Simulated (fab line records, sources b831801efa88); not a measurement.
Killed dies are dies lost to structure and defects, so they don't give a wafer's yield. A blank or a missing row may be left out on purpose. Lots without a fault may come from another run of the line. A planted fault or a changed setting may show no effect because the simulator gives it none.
Which tool did it? | flow sky130 | 13 lots, 39 wafers sampled, at 5 steps of a route of 708

WHAT THE GAUGES READ, wafer by wafer
SKY_LDD_HVN_TW_MEAS_10.
lot  | measured     | on            | LDD_HVN_TW
L199 | day 21 19:05 | film_metro-03 | 1440 1445 1434
L201 | day 21 19:28 | film_metro-01 | 1417 1417 1429
L203 | day 22 13:41 | film_metro-04 | 1457 1455 1458
L205 | day 23 06:10 | film_metro-04 | 1462 1459 1458
L206 | day 23 10:19 | film_metro-04 | 1455 1465 1463
L210 | day 24 15:50 | film_metro-01 | 1632 1639 1639
L211 | day 25 02:00 | film_metro-01 | 1414 1424 1415
L212 | day 25 06:33 | film_metro-04 | 1680 1668 1681
L214 | day 25 18:41 | film_metro-01 | 1411 1414 1411
L219 | day 27 16:51 | film_metro-03 | 1462 1462 1454
L220 | day 28 06:38 | film_metro-01 | 1419 1422 1421
L222 | day 28 08:17 | film_metro-01 | 1426 1418 1416
L221 | day 28 10:44 | film_metro-03 | 1453 1453 1448

SKY_LDD_HVP_OVL_MEAS_07.
lot  | measured     | on         | LDD_HVP_OVL (nm)
L199 | day 23 02:21 | overlay-02 | -0.8 0.7 1.6
L201 | day 23 02:40 | overlay-01 | -0.5 -2.1 -1.4
L203 | day 23 20:09 | overlay-02 | 1.7 -0.5 0.8
L205 | day 24 11:53 | overlay-02 | 0.6 1.2 1.6
L206 | day 24 15:51 | overlay-01 | -1.2 -2.1 -2.5
L210 | day 25 21:00 | overlay-01 | -3.0 -0.9 -3.2
L211 | day 26 07:25 | overlay-01 | -2.7 0.6 -1.4
L212 | day 26 11:50 | overlay-02 | -1.4 0.1 -2.4
L214 | day 26 23:50 | overlay-02 | 1.1 1.7 0.1
L219 | day 28 20:54 | overlay-01 | -2.9 0.4 0.9
L220 | day 29 11:01 | overlay-01 | -1.6 -3.9 -0.5
L222 | day 29 13:13 | overlay-01 | 0.5 -0.5 -1.7
L221 | day 29 15:08 | overlay-02 | 1.0 -0.5 0.7

SKY_LDD_LDN_OVL_MEAS_07.
lot  | measured     | on         | LDD_LDN_OVL (nm)
L199 | day 24 08:53 | overlay-02 | 0.0 0.5 0.6
L201 | day 24 09:13 | overlay-02 | 1.3 0.8 -0.7
L203 | day 25 01:38 | overlay-02 | -1.7 -1.5 -0.9
L205 | day 25 17:29 | overlay-01 | 0.4 0.5 1.9
L206 | day 25 21:01 | overlay-02 | -1.4 0.1 0.0
L210 | day 27 02:11 | overlay-01 | 0.6 1.0 1.5
L211 | day 27 12:42 | overlay-01 | 1.5 0.4 0.5
L212 | day 27 17:08 | overlay-01 | -2.2 -3.7 -1.0
L214 | day 28 04:47 | overlay-02 | 2.7 1.9 3.3
L219 | day 30 01:01 | overlay-01 | -2.3 -1.7 -2.5
L220 | day 30 15:08 | overlay-02 | 1.5 1.3 0.2
L222 | day 30 17:34 | overlay-02 | -0.2 -1.2 -1.8
L221 | day 30 19:56 | overlay-02 | 3.7 3.0 4.5

SKY_SD_P_OVL_MEAS_08.
lot  | measured     | on         | SD_P_OVL (nm)
L199 | day 26 23:31 | overlay-01 | -1.6 0.0 0.6
L201 | day 26 23:38 | overlay-02 | -0.8 0.4 -1.5
L203 | day 27 14:43 | overlay-02 | 0.4 -0.5 0.6
L205 | day 28 07:53 | overlay-02 | -0.8 -0.2 -1.5
L206 | day 28 10:53 | overlay-01 | -0.8 0.0 -0.1
L210 | day 29 14:16 | overlay-01 | 0.9 -0.4 -1.1
L211 | day 29 22:15 | overlay-01 | -0.3 -2.5 -1.4
L212 | day 30 03:37 | overlay-01 | 0.1 -0.3 -1.6
L214 | day 30 16:22 | overlay-02 | -1.6 -0.7 -1.2
L219 | day 32 13:26 | overlay-02 | 2.3 1.9 0.5
L220 | day 32 23:53 | overlay-01 | -1.1 -0.5 -2.4
L222 | day 33 03:08 | overlay-02 | 1.7 1.6 -0.3
L221 | day 33 05:37 | overlay-02 | -2.4 -0.9 1.1

WHICH TOOL RAN EACH LOT (tool, then ch and the chambers of the sampled wafers, then the start)
lot  | SKY_LDD_HVN_IMPLANT_08
L199 | implanter-02 ch 0, day 21 18:50
L201 | implanter-01 ch 0, day 21 19:14
L203 | implanter-01 ch 0, day 22 13:26
L205 | implanter-02 ch 0, day 23 05:56
L206 | implanter-02 ch 0, day 23 10:05
L210 | implanter-01 ch 0, day 24 15:35
L211 | implanter-03 ch 0, day 25 01:47
L212 | implanter-01 ch 0, day 25 06:18
L214 | implanter-03 ch 0, day 25 18:26
L219 | implanter-03 ch 0, day 27 16:36
L220 | implanter-03 ch 0, day 28 06:24
L222 | implanter-01 ch 0, day 28 08:02
L221 | implanter-02 ch 0, day 28 10:30
- SKY_LDD_HVN_IMPLANT_08

WHAT THE TOOLS THEMSELVES READ (means of the sampled wafers that have a number; where no wafer has one, the mark that the record gives instead)
SKY_LDD_HVN_IMPLANT_08.
lot  | tool         | dose_ions_cm2 | faraday_current_uA
L199 | implanter-02 | 3e+13         | 174
L201 | implanter-01 | 3e+13         | 167
L203 | implanter-01 | 3e+13         | 172
L205 | implanter-02 | 3e+13         | 169
L206 | implanter-02 | 3e+13         | 169
L210 | implanter-01 | 5e+13         | 258
L211 | implanter-03 | 3e+13         | 172
L212 | implanter-01 | 5e+13         | 259
L214 | implanter-03 | 3e+13         | 171
L219 | implanter-03 | 3e+13         | 167
L220 | implanter-03 | 3e+13         | 170
L222 | implanter-01 | 3e+13         | 170
L221 | implanter-02 | 3e+13         | 167

THE ANSWER, worked out from the rows above alone
Rule: what is usual is taken from the lots themselves. Put in order of their means at a reading, lots are off if they are a third of the lots or fewer, leave a main group of 4 or more, and stand apart from it by a gap of 3 or more times the standard deviation of the main group's means; of several such gaps the widest counts. A main group whose means are all the same, to the digits that the tables above print for the reading, isn't used. A lot without any number at a reading at which 4 lots or more have one is off too. The other lots that the step has rows for count as sound. The gauges are gone through in route order, then the tools' own readings, and for those a lot's mean is taken as printed above. The first step at which some lot is off is used, and at that step the reading that is off furthest; a lot without a number counts as furthest.
Off: L210, L212, at SKY_LDD_HVN_TW_MEAS_10 (LDD_HVN_TW). The main group: mean 1438, standard deviation 19.
A tool fits if, at a process step before that reading, it ran every lot that is off, and no sound lot after the first of them. The gauges at SKY_LDD_HVN_TW_MEAS_10 aren't tried: what is off there is off at SKY_LDD_HVN_IMPLANT_08 too, on other tools, and a gauge's error can't cause that. None of those tried fits.

WHAT THE SIMULATOR HAD PUT IN
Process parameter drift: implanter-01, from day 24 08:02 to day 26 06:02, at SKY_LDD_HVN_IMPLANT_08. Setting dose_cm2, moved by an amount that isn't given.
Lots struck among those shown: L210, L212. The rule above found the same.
